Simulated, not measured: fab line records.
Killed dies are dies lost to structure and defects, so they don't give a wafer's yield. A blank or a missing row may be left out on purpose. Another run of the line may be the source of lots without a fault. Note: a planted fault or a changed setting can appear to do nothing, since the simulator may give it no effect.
Which of the tools did it?    flow gf180mcu    Sampling: 11 lots, 33 wafers, 6 of 602 route steps

WHAT THE GAUGES READ, wafer by wafer
GF_HV_LDD_TW_MEAS_11. Usual: for HV_LDD_TW the level is 2408 and the standard deviation is 13.
lot   measured      on             HV_LDD_TW       flag
L606  day 10 07:24  film-metro-02  2429 2428 2424  
L607  day 10 10:37  film-metro-01  2382 2404 2382  
L610  day 11 11:29  film-metro-01  2389 2385 2380  
L611  day 11 16:56  film-metro-02  2401 2403 2404  
L613  day 12 12:23  film-metro-04  2418 2423 2401  
L616  day 13 06:38  film-metro-02  2416 2413 2405  
L621  day 14 23:13  film-metro-01  2393 2402 2398  
L622  day 15 13:55  film-metro-01  2409 2407 2401  
L626  day 16 18:24  film-metro-04  2421 2422 2419  
L627  day 16 18:43  film-metro-01  2404 2398 2400  
L629  day 17 15:23  film-metro-04  2425 2423 2414  

GF_HV_LDD_CD_MEAS_31 targets a cd of 400 nm. Usual: 399.6 nm for cd-nm, sd 2.4.
lot   measured      on         cd-nm (nm)         flag
L606  day 11 20:53  cd-sem-02  403.2 405.4 403.9  
L607  day 12 00:43  cd-sem-02  397.0 396.9 397.6  
L610  day 13 02:09  cd-sem-01  397.9 397.5 397.6  
L611  day 13 08:28  cd-sem-01  397.1 398.8 398.0  
L613  day 14 04:47  cd-sem-01  400.5 397.5 400.0  
L616  day 14 23:31  cd-sem-01  402.5 401.1 401.0  
L621  day 16 19:22  cd-sem-02  - - -              OFF
L622  day 17 10:59  cd-sem-01  402.0 403.9 400.2  
L626  day 18 18:02  cd-sem-02  402.3 400.2 399.2  
L627  day 18 18:21  cd-sem-01  401.6 400.4 400.0  
L629  day 19 16:31  cd-sem-01  397.9 400.2 399.5  

GF_HV_LDD_TW_MEAS_38. Usual: for HV_LDD_3_TW the level is 1435 and the standard deviation is 6.3.
lot   measured      on             HV_LDD_3_TW        flag
L606  day 11 21:44  film-metro-02  1435 1432 1435     
L607  day 12 01:33  film-metro-04  1439 1439 1440     
L610  day 13 03:00  film-metro-01  1436 1433 1441     
L611  day 13 09:19  film-metro-02  1442 1444 1434     
L613  day 14 05:38  film-metro-02  1447 1435 1437     
L616  day 15 00:22  film-metro-02  1428 1421 1430     
L621  day 16 20:13  film-metro-04  30 30 30 30 30 30  OFF
L622  day 17 11:49  film-metro-04  1437 1438 1440     
L626  day 18 18:53  film-metro-01  1424 1430 1432     
L627  day 18 19:11  film-metro-02  1430 1424 1425     
L629  day 19 17:22  film-metro-02  1435 1438 1445     

TOOL THAT RAN EACH LOT (tool first, then ch and the chambers of the sampled wafers, then the start)
lot   GF_VT_IMPLANT_STRIP_42                GF_HV_LDD_EXPOSE_28                  GF_HV_LDD_STRIP_37
L606  plasma-asher-01 ch 0,1, day 7 16:31   iline-stepper-02 ch 0, day 11 11:40  plasma-asher-04 ch 0, day 11 21:37
L607  plasma-asher-01 ch 0,1, day 7 20:16   iline-stepper-01 ch 0, day 11 15:20  plasma-asher-03 ch 0,1, day 12 01:26
L610  plasma-asher-04 ch 1, day 8 20:14     iline-stepper-02 ch 0, day 12 16:07  plasma-asher-03 ch 0, day 13 02:53
L611  plasma-asher-03 ch 0,1, day 9 00:37   iline-stepper-01 ch 0, day 12 22:35  plasma-asher-04 ch 0,1, day 13 09:13
L613  plasma-asher-01 ch 0,1, day 9 15:56   iline-stepper-02 ch 0, day 13 18:43  plasma-asher-04 ch 0,1, day 14 05:32
L616  plasma-asher-03 ch 0,1, day 10 10:34  iline-stepper-01 ch 0, day 14 13:26  plasma-asher-04 ch 1, day 15 00:16
L621  plasma-asher-01 ch 0,1, day 11 21:48  iline-stepper-02 ch 0, day 16 08:03  plasma-asher-02 ch 0,1, day 16 20:07
L622  plasma-asher-03 ch 0,1, day 12 05:36  iline-stepper-02 ch 0, day 16 23:44  plasma-asher-02 ch 0,1, day 17 11:44
L626  plasma-asher-03 ch 0,1, day 13 09:40  iline-stepper-02 ch 0, day 18 05:52  plasma-asher-04 ch 0,1, day 18 18:46
L627  plasma-asher-03 ch 0,1, day 13 13:48  iline-stepper-02 ch 0, day 18 06:08  plasma-asher-02 ch 0,1, day 18 19:06
L629  plasma-asher-01 ch 0,1, day 14 04:28  iline-stepper-02 ch 0, day 19 03:34  plasma-asher-02 ch 0,1, day 19 17:16
- GF_VT_IMPLANT_STRIP_42: strips in O2/N2.
- GF_HV_LDD_EXPOSE_28: exposes mask Nplus HV AREA, target cd 400 nm.
- GF_HV_LDD_STRIP_37: strips in O2/N2.

AS READ BY THE TOOLS THEMSELVES (means over the sampled wafers that have a number; for cases with no such wafer, the mark the record gives instead)
GF_VT_IMPLANT_STRIP_42. Usual: chamber-pressure-mTorr 1499.9 mTorr (standard deviation 1.4); drypump-motor-current-A 5.5 A (standard deviation 0.34); heater-power-w 322 W (standard deviation 21); n2-flow-sccm 299.7 sccm (standard deviation 0.82); o2-flow-sccm 3000 sccm (standard deviation 8.4); oes-product-au 0.716 a.u. (standard deviation 0.0042); strip-time-to-endpoint-s 12.63 s (standard deviation 0.033).
lot   tool             chamber-pressure-mTorr (mTorr)  drypump-motor-current-A (A)  heater-power-w (W)  n2-flow-sccm (sccm)  o2-flow-sccm (sccm)  oes-product-au (a.u.)  strip-time-to-endpoint-s (s)  flag
L606  plasma-asher-01  1498.7                          5.7                          323                 300.5                3001                 0.716                  12.64                         
L607  plasma-asher-01  1499.3                          5.7                          340                 301.3                2993                 0.717                  12.64                         
L610  plasma-asher-04  1499.3                          6.2                          321                 300.3                2998                 0.715                  12.60                         
L611  plasma-asher-03  1500.3                          5.4                          306                 299.8                3006                 0.721                  12.61                         
L613  plasma-asher-01  1499.9                          5.7                          339                 299.4                2988                 0.715                  12.59                         
L616  plasma-asher-03  1499.2                          5.3                          307                 299.3                2995                 0.717                  12.66                         
L621  plasma-asher-01  1500.2                          5.7                          317                 299.8                2995                 0.718                  12.61                         
L622  plasma-asher-03  1500.4                          5.4                          303                 299.1                2997                 0.720                  12.69                         
L626  plasma-asher-03  1500.6                          5.3                          306                 299.0                2998                 0.718                  12.61                         
L627  plasma-asher-03  1498.9                          5.4                          308                 300.3                3005                 0.717                  12.66                         
L629  plasma-asher-01  1500.5                          5.6                          321                 299.9                2999                 0.712                  12.64                         

GF_HV_LDD_STRIP_37. Usual: chamber-pressure-mTorr 1500.0 mTorr (standard deviation 1.3); drypump-motor-current-A 5.6 A (standard deviation 0.35); heater-power-w 317 W (standard deviation 34); n2-flow-sccm 300.0 sccm (standard deviation 0.95); o2-flow-sccm 3001 sccm (standard deviation 9.2); oes-product-au 0.716 a.u. (standard deviation 0.0048); strip-time-to-endpoint-s 12.644 s (standard deviation 0.029).
lot   tool             chamber-pressure-mTorr (mTorr)  drypump-motor-current-A (A)  heater-power-w (W)  n2-flow-sccm (sccm)  o2-flow-sccm (sccm)  oes-product-au (a.u.)  strip-time-to-endpoint-s (s)  flag
L606  plasma-asher-04  1501.0                          5.3                          352                 299.4                3002                 0.712                  12.699                        
L607  plasma-asher-03  1499.0                          5.4                          304                 300.1                3010                 0.711                  12.661                        
L610  plasma-asher-03  1499.2                          5.1                          312                 299.4                3002                 0.715                  12.676                        
L611  plasma-asher-04  1500.4                          5.6                          342                 299.3                2996                 0.719                  12.648                        
L613  plasma-asher-04  1501.7                          5.6                          349                 300.0                3002                 0.713                  12.638                        
L616  plasma-asher-04  1500.5                          6.2                          317                 299.3                3008                 0.718                  12.647                        
L621  plasma-asher-02  1499.8                          5.7                          323                 300.5                2997                 0.718                  12.617                        
L622  plasma-asher-02  1500.7                          5.7                          322                 299.3                2994                 0.715                  12.605                        
L626  plasma-asher-04  1500.9                          5.6                          349                 299.6                3001                 0.720                  12.633                        
L627  plasma-asher-02  1500.3                          5.6                          292                 300.0                3010                 0.715                  12.609                        
L629  plasma-asher-02  1499.6                          5.7                          325                 298.8                3007                 0.719                  12.640                        

THE ANSWER, worked out from the rows above alone
Rule: lot off if the mean of its wafers having a number is beyond 3 standard deviations from the usual mean. A lot without any number at a reading at which 4 lots or more have one is off too. The other lots that the step has rows for count as sound. Order of review: gauges by route order, followed by the tools' own readings, for which a lot's mean as printed above is used. The first step at which some lot is off is used, and at that step the reading that is off furthest; a lot without a number counts as furthest.
Off: L621 (GF_HV_LDD_CD_MEAS_31, cd-nm). Without a number there: L621.
If a tool, at a process step before that reading, ran all the lots that are off and no sound lot after the first of them, it fits. The gauges at GF_HV_LDD_CD_MEAS_31 aren't tried: what is off there is off at GF_HV_LDD_TW_MEAS_38 too, on other tools, and a gauge's error can't cause that. No candidate that was tried fits.

WHAT WAS PUT IN BY THE SIMULATOR
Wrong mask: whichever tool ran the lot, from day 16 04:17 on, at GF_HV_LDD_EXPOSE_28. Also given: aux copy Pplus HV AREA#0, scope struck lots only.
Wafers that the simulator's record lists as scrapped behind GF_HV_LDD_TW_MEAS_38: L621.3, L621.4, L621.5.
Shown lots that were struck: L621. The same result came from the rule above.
